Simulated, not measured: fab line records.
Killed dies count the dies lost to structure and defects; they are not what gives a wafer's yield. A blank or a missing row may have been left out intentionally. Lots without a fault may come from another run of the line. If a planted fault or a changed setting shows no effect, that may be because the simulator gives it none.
Chamber matching | flow sky130 | SKY_CONTACT_HDPCVD_02 on hdpcvd-02 has 3 sister chambers
The step deposits SiO2, target thk 565 nm, time 94.2 s. 6 wafers are shown with their chamber, then 8 later ones without.

== WAFERS PAIRED WITH THEIR CHAMBERS ==
wafer  | chamber | run length s (s)
L764.2 | 2       | 121.8
L764.5 | 1       | 122.8
L768.2 | 0       | 122.1
L768.4 | 0       | 122.2
L768.6 | 1       | 123.6
L770.3 | 2       | 121.9

== WAFERS WITH NO CHAMBER GIVEN ==
wafer  | run length s (s)
L770.4 | 122.2
L770.5 | 122.6
L769.3 | 122.8
L769.5 | 121.8
L769.6 | 121.7
L772.1 | 122.1
L772.3 | 122.1
L772.6 | 122.6

== THE CHAMBER EACH PASSED THROUGH ==
wafer  | from the rows above          | in truth
L770.4 | can't be placed: 0 or 2      | 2
L770.5 | can't be placed: 0 or 1 or 2 | 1
L769.3 | can't be placed: 1 or 0 or 2 | 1
L769.5 | can't be placed: 2 or 0      | 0
L769.6 | can't be placed: 2 or 0      | 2
L772.1 | can't be placed: 0 or 2      | 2
L772.3 | can't be placed: 0 or 2      | 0
L772.6 | can't be placed: 0 or 1 or 2 | 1
Correctly placed: 0 of 8. Can't be placed from these rows: 8 (the true chamber is among the candidates in 8). 0 placed wrongly.
How it was worked out, from the rows above alone: a wafer's distance from a chamber is the root of the sum, over the readings, of the square of ((its reading less the chamber's mean) divided by the reading's scatter). If the next closest chamber is less than 2 further off than the closest, the wafer can't be placed; otherwise it belongs to the closest. Each chamber's mean is taken over the wafers shown for it. The scatter is the square root of a quotient: the sum, over the shown wafers, of each reading's squared deviation from its chamber's mean, divided by wafers minus chambers.
